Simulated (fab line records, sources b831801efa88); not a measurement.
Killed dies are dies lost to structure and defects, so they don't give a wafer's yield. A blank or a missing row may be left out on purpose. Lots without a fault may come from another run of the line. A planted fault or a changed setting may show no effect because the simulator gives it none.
fab line records | flow sky130
record lots=6 wafers=18 last_day=50
route steps=708 shown METAL4@602 CAP2M@603 PAD_OPEN@708
lots that met no fault: from a run of the same line without faults
start_h: hours from the record's first day to the start of the lot's first wafer shown | wait_h: hours since the lot's step before | " the same as in the row above | L1.1+2: a row that stands for several wafers | - no value, or no start given | * or withheld: withheld | < > ~ a bound
route shown NAME@n: a module of which the file shows steps, and the number in the route of the first | usual: mean/standard deviation of fault-free wafers | same: alike in all rows | chamber/n: place in a boat | sites: the reading at each site | _std_site: their standard deviation | _edge_site: outer sites' mean less inner sites' | radius_mm: how far each site lies from the wafer's centre | mask NAME#n: copy n | behind: the tool/chamber that last shaped the wafer | hold: why the lot was held/for how many hours/how that ended | device: the transistor (n, p or np) that didn't switch | end of line: the same wafers' tests at the end of the route | a step without rows: its recipe alone | killed: dies lost to structure and defects at the first sort, not the wafer's yield | map: a wafer's dies, x killed, . not, _ none there
set.NAME: the setting as run; set.NAME@STEP: as run at that earlier step | model.NAME: the simulator's own value behind a step, which no gauge read
lots at some steps of the route; a table a step, a row a wafer
services: from which hour (start_h, from the record's first day; less than 0 if before it) a tool's chamber was out of use, for how many hours, and why
## steps
# step SKY_METAL4_SPUTTER_04
# recipe material=TiN target_thk_nm=70 power_w=6500 time_s=58.3 chamber_pressure_pa=0.4
# usual throttle_valve_pct=30.1/1.2
# columns lot.wafer tool chamber start_h wait_h throttle_valve_pct
L718.1 pvd_sputter-04 - 963.20 0.0 30.5
L718.3 " - " " 29.8
L718.6 " - " " 29.4
L723.3 pvd_sputter-02 - 992.79 0.0 30.8
L723.5 " - " " 28.2
L723.6 " - " " 30.7
L728.1 pvd_sputter-01 - 1025.92 0.0 29.5
L728.2 " - " " 30.9
L728.5 " - " " 30.3
L729.1 pvd_sputter-02 - 1033.85 0.0 30.7
L729.3 " - " " 30.5
L729.4 " - " " 27.7
L736.1 pvd_sputter-04 - 1069.00 0.0 30.3
L736.3 " - " " 31.6
L736.5 " - " " 30.7
L737.1 pvd_sputter-02 - 1074.71 0.0 30.5
L737.4 " - " " 27.8
L737.6 " - " " 28.6
# step SKY_CAP2M_CVD_00
# recipe material=SiO2 target_thk_nm=15.5 temp_c=400 time_s=withheld rf_w=450
# usual heater_power_w=744/95
# columns lot.wafer tool chamber start_h wait_h heater_power_w
L718.1 pecvd-02 0 963.25 0.0 691
L718.3 " 1 " " 721
L718.6 " 1 " " 727
L723.3 pecvd-04 2 992.84 0.0 764
L723.5 " 0 " " 837
L723.6 " 1 " " 527
L728.1 pecvd-01 0 1025.97 0.0 886
L728.2 " 2 " " 671
L728.5 " 2 " " 669
L729.1 pecvd-04 1 1033.90 0.0 553
L729.3 " 2 " " 718
L729.4 " 1 " " 558
L736.1 pecvd-02 1 1069.05 0.0 785
L736.3 " 0 " " 731
L736.5 " 1 " " 774
L737.1 pecvd-02 1 1074.76 0.0 811
L737.4 " 1 " " 786
L737.6 " 2 " " 846
# step SKY_CAP2M_THK_MEAS_01
# recipe reads=SiO2_of_CAP2M_CVD_00
# usual CAP2M_CVD_00_THK=15.51/0.23
# columns lot.wafer tool chamber start_h wait_h CAP2M_CVD_00_THK[nm]
L718.1 film_metro-04 - 963.27 - 15.50
L718.3 " - " " 15.85
L718.6 " - " " 15.78
L723.3 film_metro-01 - 992.88 - 15.19
L723.5 " - " " 15.24
L723.6 " - " " 15.37
L728.1 film_metro-02 - 1026.00 - 15.30
L728.2 " - " " 15.14
L728.5 " - " " 15.34
L729.1 film_metro-01 - 1033.92 - 15.31
L729.3 " - " " 15.24
L729.4 " - " " 15.64
L736.1 film_metro-04 - 1069.08 - 15.27
L736.3 " - " " 15.41
L736.5 " - " " 15.46
L737.1 film_metro-04 - 1074.78 - 15.37
L737.4 " - " " 15.75
L737.6 " - " " 15.75
# step SKY_CAP2M_SPUTTER_02
# recipe material=TiN target_thk_nm=200 temp_c=300 power_w=6500 time_s=166.7 chamber_pressure_pa=0.4
# usual throttle_valve_pct=30.2/0.97
# columns lot.wafer tool chamber start_h wait_h throttle_valve_pct
L718.1 pvd_sputter-03 - 963.33 0.1 30.6
L718.3 " - " " 29.6
L718.6 " - " " 30.6
L723.3 pvd_sputter-04 - 992.92 0.0 30.7
L723.5 " - " " 29.6
L723.6 " - " " 31.3
L728.1 pvd_sputter-03 - 1026.06 0.1 29.6
L728.2 " - " " 30.7
L728.5 " - " " 29.9
L729.1 pvd_sputter-03 - 1033.98 0.1 31.2
L729.3 " - " " 29.7
L729.4 " - " " 31.0
L736.1 pvd_sputter-02 - 1069.14 0.1 28.6
L736.3 " - " " 30.7
L736.5 " - " " 31.0
L737.1 pvd_sputter-04 - 1074.84 0.1 29.5
L737.4 " - " " 30.3
L737.6 " - " " 29.6
# step SKY_CAP2M_RS_MEAS_03
# recipe thk_meas_gauge=four-point-probe reads=TiN_of_CAP2M_SPUTTER_02
# usual CAP2M_TIN_RS=6.93/0.051
# columns lot.wafer tool chamber start_h wait_h CAP2M_TIN_RS[ohm/sq]
L718.1 film_metro-01 - 963.44 0.1 6.92
L718.3 " - " " 6.98
L718.6 " - " " 6.94
L723.3 film_metro-01 - 993.07 0.1 6.86
L723.5 " - " " 6.87
L723.6 " - " " 6.90
L728.1 film_metro-01 - 1026.17 0.1 6.92
L728.2 " - " " 6.95
L728.5 " - " " 6.93
L729.1 film_metro-02 - 1034.09 0.1 6.98
L729.3 " - " " 6.98
L729.4 " - " " 6.97
L736.1 film_metro-01 - 1069.24 0.1 6.91
L736.3 " - " " 6.90
L736.5 " - " " 6.86
L737.1 film_metro-04 - 1074.95 0.1 7.00
L737.4 " - " " 7.04
L737.6 " - " " 7.02
# step SKY_CAP2M_THK_MEAS_04
# recipe thk_meas_gauge=xrf reads=TiN_of_CAP2M_SPUTTER_02
# usual CAP2M_TIN_THK=198.3/1.5
# columns lot.wafer tool chamber start_h wait_h CAP2M_TIN_THK[nm]
L718.1 film_metro-01 - 963.56 0.1 198.5
L718.3 " - " " 195.7
L718.6 " - " " 196.9
L723.3 film_metro-01 - 993.17 0.1 199.7
L723.5 " - " " 200.0
L723.6 " - " " 197.8
L728.1 film_metro-01 - 1026.29 0.1 198.5
L728.2 " - " " 197.6
L728.5 " - " " 197.3
L729.1 film_metro-02 - 1034.21 0.1 196.9
L729.3 " - " " 196.6
L729.4 " - " " 196.3
L736.1 film_metro-01 - 1069.36 0.1 198.0
L736.3 " - " " 197.6
L736.5 " - " " 199.5
L737.1 film_metro-04 - 1075.07 0.1 197.1
L737.4 " - " " 197.0
L737.6 " - " " 196.0
# step SKY_CAP2M_DEHYDRATE_05
# recipe temp_c=200 time_s=60
# step SKY_CAP2M_HMDS_06
# recipe prime_time_s=60 prime_temp_c=120
# step SKY_CAP2M_COAT_07
# recipe resist=NOVOLAK spin_rpm=3000 resist_thk_nm=1140
# step SKY_CAP2M_SOFTBAKE_08
# recipe temp_c=90 time_s=60 resist=NOVOLAK
# step SKY_CAP2M_EXPOSE_09
# recipe mask_id=CAP2M na=0.6 source_shape=conventional sigma_outer=0.6 polarization=unpolarized target_cd_nm=1000 dose_mj=159
# step SKY_CAP2M_PEB_10
# recipe temp_c=withheld time_s=* resist=NOVOLAK
# step SKY_CAP2M_DEVELOP_11
# recipe resist=NOVOLAK developer=TMAH develop_time_s=60 dev_temp_c=23
# columns lot.wafer tool chamber start_h wait_h
L718.1+3+6 litho_track-03 0 987.93 0.1
L723.3+5+6 litho_track-02 0 1015.96 0.1
L728.1+2+5 litho_track-02 0 1049.26 0.1
L729.1+3+4 litho_track-02 0 1055.76 0.1
L736.1+3+5 litho_track-03 0 1090.08 0.1
L737.1+4+6 litho_track-04 0 1095.70 0.1
# step SKY_CAP2M_OVL_MEAS_12
# usual CAP2M_OVL=-0.4/1.5
# columns lot.wafer tool chamber start_h wait_h CAP2M_OVL[nm]
L718.1 overlay-02 - 988.08 0.1 -1.2
L718.3 " - " " 0.4
L718.6 " - " " -1.2
L723.3 overlay-01 - 1016.07 0.1 1.7
L723.5 " - " " 2.0
L723.6 " - " " 0.6
L728.1 overlay-02 - 1049.41 0.1 -0.7
L728.2 " - " " -1.3
L728.5 " - " " -1.1
L729.1 overlay-01 - 1055.91 0.1 0.1
L729.3 " - " " -0.7
L729.4 " - " " 0.8
L736.1 overlay-02 - 1090.23 0.1 -1.9
L736.3 " - " " -1.1
L736.5 " - " " -1.9
L737.1 overlay-02 - 1095.85 0.1 0.1
L737.4 " - " " -1.3
L737.6 " - " " -2.9
# step SKY_CAP2M_METAL_ETCH_13
# recipe target_depth_nm=220 stop_on=SiO2 chemistry=Cl2/BCl3 target=TiN pressure_mtorr=10 icp_w=900 bias_w=48.5 Cl2_flow_sccm=60 bcl3_flow_sccm=30 time_s=62.9
# usual drypump_motor_current_A=5.77/0.23 oes_product_au=0.941/0.0059 throttle_valve_pct=21.902/0.0094
# columns lot.wafer tool chamber start_h wait_h drypump_motor_current_A oes_product_au rf_hours_counter_h throttle_valve_pct model.CAP2M.cd_nm
L718.1 rie_metal-03 0 988.11 0.0 5.99 0.940 6 21.901 995.5
L718.3 " 0 " " 6.03 0.939 - 21.912 996
L718.6 " 0 " " 6.02 0.929 - 21.894 993.7
L723.3 rie_metal-01 1 1016.12 0.0 5.51 0.944 - 21.906 999.8
L723.5 " 0 " " 6.16 0.940 - 21.905 1000
L723.6 " 1 " " 5.51 0.936 - 21.893 998.9
L728.1 rie_metal-02 1 1049.44 0.0 5.61 0.945 9 21.913 986
L728.2 " 0 " " 5.69 0.937 11 21.917 983.5
L728.5 " 0 " " 5.68 0.936 - 21.908 980.1
L729.1 rie_metal-01 0 1055.94 0.0 6.12 0.932 10 21.910 981.7
L729.3 " 0 " " 6.13 0.935 - 21.899 981.6
L729.4 " 1 " " 5.51 0.938 - 21.898 980.1
L736.1 rie_metal-03 0 1090.26 0.0 6.02 0.946 12 21.895 996.7
L736.3 " 1 " " 5.82 0.945 - 21.895 999
L736.5 " 0 " " 6.02 0.940 - 21.899 997.2
L737.1 rie_metal-01 1 1095.89 0.0 5.47 0.938 9 21.898 999.7
L737.4 " 1 " " 5.49 0.932 - 21.896 999.2
L737.6 " 1 " " 5.49 0.929 - 21.906 997.4
# step SKY_CAP2M_STRIP_14
# recipe chemistry=O2/N2 power_w=1400 pressure_mtorr=1500 platen_temp_c=withheld o2_flow_sccm=3000 n2_flow_sccm=300 overash_fraction=0.5
# usual drypump_motor_current_A=5.8/0.48 oes_product_au=0.710/0.0047 strip_time_to_endpoint_s=12.65/0.043
# columns lot.wafer tool chamber start_h wait_h drypump_motor_current_A oes_product_au rf_hours_counter_h strip_time_to_endpoint_s
L718.1 plasma_asher-04 0 988.19 0.1 6.3 0.707 53 12.62
L718.3 " 0 " " 6.2 0.709 - 12.63
L718.6 " 0 " " 6.2 0.715 - 12.69
L723.3 plasma_asher-01 0 1016.20 0.1 6.2 0.703 - 12.59
L723.5 " 0 " " 6.1 0.711 - 12.59
L723.6 " 1 " " 5.7 0.705 - 12.61
L728.1 plasma_asher-01 0 1049.52 0.1 6.1 0.703 127 12.56
L728.2 " 1 " " 5.6 0.710 127 12.58
L728.5 " 0 " " 6.1 0.702 - 12.57
L729.1 plasma_asher-04 1 1056.02 0.1 4.9 0.710 59 12.67
L729.3 " 0 " " 6.2 0.714 - 12.59
L729.4 " 1 " " 4.8 0.712 - 12.69
L736.1 plasma_asher-01 1 1090.34 0.1 5.6 0.711 3 12.59
L736.3 " 0 " " 6.1 0.713 - 12.62
L736.5 " 0 " " 6.1 0.716 - 12.58
L737.1 plasma_asher-04 0 1095.96 0.1 6.2 0.706 63 12.66
L737.4 " 0 " " 6.2 0.710 - 12.70
L737.6 " 0 " " 6.2 0.716 - 12.67
# step SKY_PAD_OPEN_PROBE_99
# usual defect_limited_yield=82.6/1.9 killed_at_M0_to_M3=43/7.1 killed_at_M4_up=3.0/1.6 killed_at_contacts=24/5.3 killed_at_front_end=16/4.1 killed_at_other=0.5/0.82 killed_dies=86/9.4 killed_open=46/6.9 killed_short=39/6.5 sort_bin_3_pad_short=0.9/0.45 sort_bin_5_function=10.3/1.5 sort_bin_6_memory=6.2/1.1 sort_n_pass=406/9.4 sort_yield_pct=82.6/1.9
# same gross_dies=492 killed_at_back_side=0 sort_bin_4_leakage[%]=0 sort_bin_8_speed[%]=0
# columns lot.wafer tool chamber start_h wait_h defect_limited_yield[%] killed_at_M0_to_M3 killed_at_M4_up killed_at_contacts killed_at_front_end killed_at_other killed_dies killed_open killed_short sort_bin_3_pad_short[%] sort_bin_5_function[%] sort_bin_6_memory[%] sort_n_pass sort_yield_pct[%]
L718.1 prober-01 - 1106.52 0.1 82.3 45 3 23 16 0 87 44 43 0.4 11.6 5.7 405 82.3
L718.3 prober-01 - 1106.62 0.2 85.2 32 3 20 18 0 73 37 36 1.0 8.1 5.7 419 85.2
L718.6 prober-01 - 1106.77 0.2 83.3 41 4 20 16 1 82 41 41 0.4 8.1 8.1 410 83.3
L723.3 prober-02 - 1130.04 0.2 83.9 40 5 22 12 0 79 46 32 0.8 10.4 4.9 413 83.9
L723.5 prober-02 - 1130.14 0.2 83.3 45 2 17 18 0 82 38 44 1.0 10.0 5.7 410 83.3
L723.6 prober-02 - 1130.19 0.2 83.7 42 2 20 15 1 80 31 48 1.2 8.9 6.1 412 83.7
L728.1 prober-01 - 1157.20 0.1 80.7 55 1 23 16 0 95 54 41 1.0 12.2 6.1 397 80.7
L728.2 prober-01 - 1157.25 0.1 82.7 40 2 28 14 1 85 55 30 0.2 10.8 6.3 407 82.7
L728.5 prober-01 - 1157.40 0.2 81.1 40 2 34 16 1 93 52 41 0.4 11.6 6.9 399 81.1
L729.1 prober-01 - 1162.29 0.1 84.8 35 4 23 13 0 75 38 37 0.6 9.3 5.3 417 84.8
L729.3 prober-01 - 1162.39 0.2 77.4 55 1 32 23 0 111 70 41 1.0 13.2 8.3 381 77.4
L729.4 prober-01 - 1162.44 0.2 85.2 47 5 11 10 0 73 30 42 0.4 8.5 5.9 419 85.2
L736.1 prober-02 - 1189.92 0.1 81.9 42 1 25 20 1 89 44 45 1.8 10.4 5.9 403 81.9
L736.3 prober-02 - 1190.02 0.2 80.9 41 3 29 20 1 94 53 41 0.6 12.0 6.5 398 80.9
L736.5 prober-02 - 1190.12 0.2 82.9 40 2 20 22 0 84 36 48 1.6 10.4 5.1 408 82.9
L737.1 prober-02 - 1193.81 0.1 83.5 40 1 24 16 0 81 44 35 0.4 11.6 4.5 411 83.5
L737.4 prober-02 - 1193.96 0.2 81.3 45 3 29 14 1 92 50 42 1.2 10.8 6.7 400 81.3
L737.6 prober-02 - 1194.06 0.2 84.6 36 2 29 9 0 76 49 27 0.4 9.6 5.5 416 84.6
# killed by level:class
L718.1 VIA3:geometric_particle:open=9 LI_CONTACT:geometric_particle:open=7 FIELD_ISO:geometric_particle:open=6 LOCAL_INTERCONNECT:geometric_particle:short=6 VIA1:geometric_particle:open=6 METAL2:geometric_particle:short=6 FIELD_ISO:geometric_particle:short=5 VIA1:geometric_particle:short=5
L718.3 CONTACT:geometric_particle:open=8 FIELD_ISO:geometric_particle:open=6 LI_CONTACT:geometric_particle:open=6 FIELD_ISO:geometric_particle:short=5 METAL2:geometric_particle:short=5 VIA1:geometric_particle:open=4 VIA3:geometric_particle:open=4 POLY_GATE:geometric_particle:short=3
L718.6 POLY_GATE:geometric_particle:open=7 CONTACT:geometric_particle:open=7 VIA1:geometric_particle:open=7 VIA2:geometric_particle:open=6 LOCAL_INTERCONNECT:geometric_particle:short=5 VIA3:geometric_particle:short=5 METAL2:geometric_particle:short=4 CONTACT:geometric_particle:short=4
L723.3 CONTACT:geometric_particle:open=8 VIA1:geometric_particle:open=8 METAL2:geometric_particle:short=7 CONTACT:geometric_particle:short=6 VIA3:geometric_particle:open=6 LI_CONTACT:geometric_particle:open=4 METAL1:geometric_particle:short=4 METAL2:geometric_particle:open=4
L723.5 VIA3:geometric_particle:open=9 VIA1:geometric_particle:open=7 METAL1:geometric_particle:short=7 FIELD_ISO:geometric_particle:open=6 VIA3:geometric_particle:short=6 FIELD_ISO:geometric_particle:short=5 POLY_GATE:geometric_particle:short=5 LI_CONTACT:geometric_particle:open=5
L723.6 VIA1:geometric_particle:open=10 POLY_GATE:geometric_particle:short=9 METAL1:geometric_particle:short=8 LOCAL_INTERCONNECT:geometric_particle:short=6 METAL2:geometric_particle:short=6 VIA1:geometric_particle:short=5 LI_CONTACT:geometric_particle:open=4 VIA2:geometric_particle:open=4
L728.1 VIA1:geometric_particle:open=19 VIA2:geometric_particle:open=7 LOCAL_INTERCONNECT:geometric_particle:short=7 VIA1:geometric_particle:short=7 LI_CONTACT:geometric_particle:open=6 FIELD_ISO:geometric_particle:short=5 CONTACT:geometric_particle:short=5 METAL1:geometric_particle:short=5
L728.2 VIA1:geometric_particle:open=12 CONTACT:geometric_particle:open=11 LI_CONTACT:geometric_particle:open=9 VIA3:geometric_particle:open=7 FIELD_ISO:geometric_particle:open=5 METAL1:geometric_particle:short=5 VIA2:geometric_particle:open=4 METAL3:geometric_particle:short=4
L728.5 LI_CONTACT:geometric_particle:open=11 CONTACT:geometric_particle:open=9 VIA1:geometric_particle:open=8 VIA2:geometric_particle:open=7 VIA3:geometric_particle:open=7 CONTACT:geometric_particle:short=6 POLY_GATE:geometric_particle:open=5 VIA3:geometric_particle:short=5
L729.1 CONTACT:geometric_particle:open=13 VIA1:geometric_particle:open=8 METAL2:geometric_particle:short=5 VIA3:geometric_particle:short=5 POLY_GATE:geometric_particle:open=4 METAL4:geometric_particle:short=4 VIA2:geometric_particle:short=3 POLY_GATE:geometric_particle:short=3
L729.3 CONTACT:geometric_particle:open=14 VIA1:geometric_particle:open=13 POLY_GATE:geometric_particle:open=10 VIA2:geometric_particle:open=10 LI_CONTACT:geometric_particle:open=9 VIA3:geometric_particle:open=7 CONTACT:geometric_particle:short=6 VIA1:geometric_particle:short=6
L729.4 VIA1:geometric_particle:open=13 METAL2:geometric_particle:short=7 VIA1:geometric_particle:short=5 VIA2:geometric_particle:open=4 METAL3:geometric_particle:short=4 FIELD_ISO:geometric_particle:short=3 LI_CONTACT:geometric_particle:short=3 CONTACT:geometric_particle:short=3
L736.1 VIA1:geometric_particle:open=12 CONTACT:geometric_particle:open=9 POLY_GATE:geometric_particle:short=8 CONTACT:geometric_particle:short=7 VIA2:geometric_particle:open=7 FIELD_ISO:geometric_particle:short=5 LOCAL_INTERCONNECT:geometric_particle:short=4 METAL1:geometric_particle:short=4
L736.3 CONTACT:geometric_particle:open=11 VIA1:geometric_particle:open=9 METAL2:geometric_particle:short=7 FIELD_ISO:geometric_particle:open=6 POLY_GATE:geometric_particle:open=6 CONTACT:geometric_particle:short=6 VIA3:geometric_particle:open=6 LI_CONTACT:geometric_particle:open=5
L736.5 POLY_GATE:geometric_particle:short=10 CONTACT:geometric_particle:open=7 VIA2:geometric_particle:open=6 METAL2:geometric_particle:short=6 VIA1:geometric_particle:open=6 CONTACT:geometric_particle:short=5 VIA2:geometric_particle:short=5 FIELD_ISO:geometric_particle:short=4
L737.1 VIA2:geometric_particle:open=9 VIA1:geometric_particle:open=8 CONTACT:geometric_particle:open=7 VIA1:geometric_particle:short=7 VIA3:geometric_particle:open=7 CONTACT:geometric_particle:short=6 LOCAL_INTERCONNECT:geometric_particle:short=4 FIELD_ISO:geometric_particle:short=4
L737.4 CONTACT:geometric_particle:open=14 VIA1:geometric_particle:open=12 CONTACT:geometric_particle:short=7 METAL2:geometric_particle:short=7 FIELD_ISO:geometric_particle:open=6 METAL1:geometric_particle:short=6 VIA3:geometric_particle:open=5 VIA2:geometric_particle:open=4
L737.6 CONTACT:geometric_particle:open=14 VIA1:geometric_particle:open=7 VIA2:geometric_particle:open=7 VIA3:geometric_particle:open=5 LI_CONTACT:geometric_particle:open=5 POLY_GATE:geometric_particle:short=4 FIELD_ISO:geometric_particle:short=3 METAL1:geometric_particle:open=3
## services
# columns tool chamber start_h hours kind
pecvd-02 - 943.47 5.3 repair
rie_metal-02 1 946.45 3.9 repair
plasma_asher-04 - 948.38 13.0 repair
rie_metal-02 - 948.80 4.3 pm
rie_metal-02 0 962.05 2.9 repair
pvd_sputter-02 - 963.74 3.7 repair
pecvd-01 1 968.87 29.5 repair
pecvd-01 2 978.82 18.8 repair
pecvd-01 - 979.02 0.6 repair
pecvd-04 - 1003.47 0.9 repair
pecvd-04 2 1004.24 4.9 repair
pvd_sputter-04 3 1005.55 - consumable_replace:kit
pvd_sputter-04 3 1005.55 18.0 scheduled_down
pvd_sputter-04 3 1005.55 18.0 vent_cycle
rie_metal-03 - 1008.49 0.6 repair
pvd_sputter-03 - 1013.09 3.5 repair
pvd_sputter-02 2 1033.90 - consumable_replace:kit
pvd_sputter-02 2 1033.90 18.0 scheduled_down
pvd_sputter-02 2 1033.90 18.0 vent_cycle
rie_metal-03 - 1047.00 14.6 pm
plasma_asher-01 - 1055.25 9.0 pm
plasma_asher-01 - 1057.18 1.2 repair
plasma_asher-01 - 1069.78 0.4 repair
pecvd-01 - 1073.23 6.0 pm
## key
first_sign none at tools or gauges
model_effect step=SKY_CAP2M_METAL_ETCH_13 value=CAP2M.cd_nm without=999.3 struck=982.2
met_at SKY_CAP2M_DEVELOP_11
struck_wafers L728.1,L728.2,L728.5,L729.1,L729.3,L729.4
onset_between 1015.96 1049.26
also_fits SKY_CAP2M_SPUTTER_02:pvd_sputter-03
fault kind=process_parameter_drift tool=litho_track-02 chamber=- onset_h=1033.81 steps=SKY_CAP2M_DEVELOP_11 channel=develop_time_s offset=* shape=step end_h=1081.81 acts_in=* stated=*
